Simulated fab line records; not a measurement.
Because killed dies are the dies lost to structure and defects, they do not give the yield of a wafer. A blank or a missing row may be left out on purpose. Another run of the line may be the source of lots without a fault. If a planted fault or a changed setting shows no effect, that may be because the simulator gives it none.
fab line records	flow gf180mcu
record lots=7	wafers=21	last-day=33
route steps=602 shown STI@1
lots that met no fault: from a run of the same line without faults
start-h: start of the lot's first displayed wafer, in hours after the record's first day	wait-h: time in hours since the lot's previous step	" repeats the value in the row above	L1.1+2: one row covering several wafers at once	- value missing, or start not given	* or withheld: withheld	< > ~ a bound
route shown NAME@n: a module of which the file shows steps, and the number in the route of the first	usual: average and standard deviation across the fault-free wafers	same: alike in all rows	chamber/n: place in a boat	sites: per-site readings	_std_site: standard deviation across them	_edge_site: the outer-site mean with the inner-site mean subtracted	radius-mm: how far each site lies from the wafer's centre	mask NAME#n: copy n	behind: the tool/chamber that last shaped the wafer	hold: what put the lot on hold/how long, in hours/how the hold closed	device: transistor that didn't switch, given as n, p or np	end of line: tests of these same wafers at the route's end	for a step that has no rows: nothing shown but its recipe	killed: at the first sort, the dies lost to defects and structure; wafer yield is something else	map: shows each die of a wafer: x if killed, . if not, _ if none is there
set.NAME: the setting as run; set.NAME@STEP: as run at that earlier step	model.NAME: the simulator's own value behind a step, which no gauge read
lots at some steps of the route; a table a step, a row a wafer
services: a tool's chamber out of use, with start hour (start-h, from the record's first day; less than 0 if before it), hours out, and reason
## steps
# step GF_STI_BOW_MEAS_00
# recipe mode=bow
# usual INCOMING_BOW=0/7
lot.wafer	tool	chamber	start-h	wait-h	INCOMING_BOW[um]
L597.3	film-metro-03	-	25.04	-	7
L597.5	"	-	"	"	-1
L597.6	"	-	"	"	-4
L598.3	film-metro-01	-	30.04	-	6
L598.5	"	-	"	"	-8
L598.6	"	-	"	"	1
L604.2	film-metro-01	-	60.02	-	-6
L604.3	"	-	"	"	-7
L604.5	"	-	"	"	-3
L605.1	film-metro-01	-	65.00	-	-11
L605.5	"	-	"	"	-1
L605.6	"	-	"	"	-3
L606.1	film-metro-02	-	70.00	-	-12
L606.2	"	-	"	"	-5
L606.3	"	-	"	"	4
L611.2	film-metro-02	-	95.02	-	6
L611.3	"	-	"	"	-1
L611.5	"	-	"	"	10
L613.3	film-metro-01	-	105.04	-	-5
L613.4	"	-	"	"	-5
L613.6	"	-	"	"	0
# step GF_STI_OXIDATION_01
# recipe temp-c=900	ambient=O2	stabilise-s=600	purge-s=300	target-thk-a=100	ox-time-s=1418
# usual ox-temp-c=900.0/0.44	ox-temp-c-max=905.3/1.1	zone-power-lower-pct=19.9/0.48
lot.wafer	tool	chamber	start-h	wait-h	ox-temp-c	ox-temp-c-max	zone-power-lower-pct
L597.3	furnace-01	0	25.12	0.1	900.2	904.7	20.5
L597.5	"	0	"	"	900.0	904.4	20.6
L597.6	"	0	"	"	899.9	904.4	20.2
L598.3	furnace-02	0	30.12	0.1	900.0	906.1	19.2
L598.5	"	0	"	"	900.5	906.4	19.5
L598.6	"	0	"	"	900.0	905.7	19.4
L604.2	furnace-02	-	60.12	0.1	-	-	-
L604.3	"	-	"	"	-	-	-
L604.5	"	-	"	"	-	-	-
L605.1	furnace-02	-	65.30	0.3	-	-	-
L605.5	"	-	"	"	-	-	-
L605.6	"	-	"	"	-	-	-
L606.1	furnace-01	-	70.12	0.1	-	-	-
L606.2	"	-	"	"	-	-	-
L606.3	"	-	"	"	-	-	-
L611.2	furnace-01	0	96.53	1.5	900.3	904.9	20.5
L611.3	"	0	"	"	900.1	905.5	20.5
L611.5	"	0	"	"	900.5	906.3	20.5
L613.3	furnace-02	0	105.21	0.2	899.9	905.4	19.5
L613.4	"	0	"	"	900.3	906.4	19.5
L613.6	"	0	"	"	899.9	905.4	19.5
# step GF_STI_CVD_03
# recipe material=Si3N4	precursor=DCS/NH3	target-thk-nm=207.16	temp-c=770	time-s=3551	pressure-mtorr=250
## services
tool	chamber	start-h	hours	kind
furnace-01	-	3.63	3.3	pm
furnace-02	-	81.42	3.2	pm
furnace-01	-	84.84	1.8	repair
furnace-01	-	98.15	3.6	pm
## key
first-sign step=GF_STI_OXIDATION_01	reading=tool-record	direction=missing
effect none on later readings
met-at GF_STI_OXIDATION_01
struck-wafers L604.2,L604.3,L604.5,L605.1,L605.5,L605.6,L606.1,L606.2,L606.3
later-rows-left-out L604.2,L604.3,L604.5,L605.1,L605.5,L605.6,L606.1,L606.2,L606.3
sort-left-out L604.2,L604.3,L604.5,L605.1,L605.5,L605.6,L606.1,L606.2,L606.3
tester-left-out L604,L605,L606
onset-between 30.12 60.12
fault kind=skipped-step-whole	tool=furnace-01,furnace-02	chamber=-	onset-h=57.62	steps=GF_STI_OXIDATION_01	scope=struck-lots-only
# tester-left-out: of these lots the tester's yield and bins aren't shown, on N5 and GAA mostly nor the transistor test; their killed dies are dies lost to structure and defects alone, not to doping, threshold or leakage, so they don't give the yield
# sort-left-out: the simulated sort isn't trusted on such a fault, so these wafers' sort isn't shown, and their yield isn't known
# later-rows-left-out: the simulator's readings of these wafers behind a module that went badly wrong aren't trusted and aren't shown, but for the sort
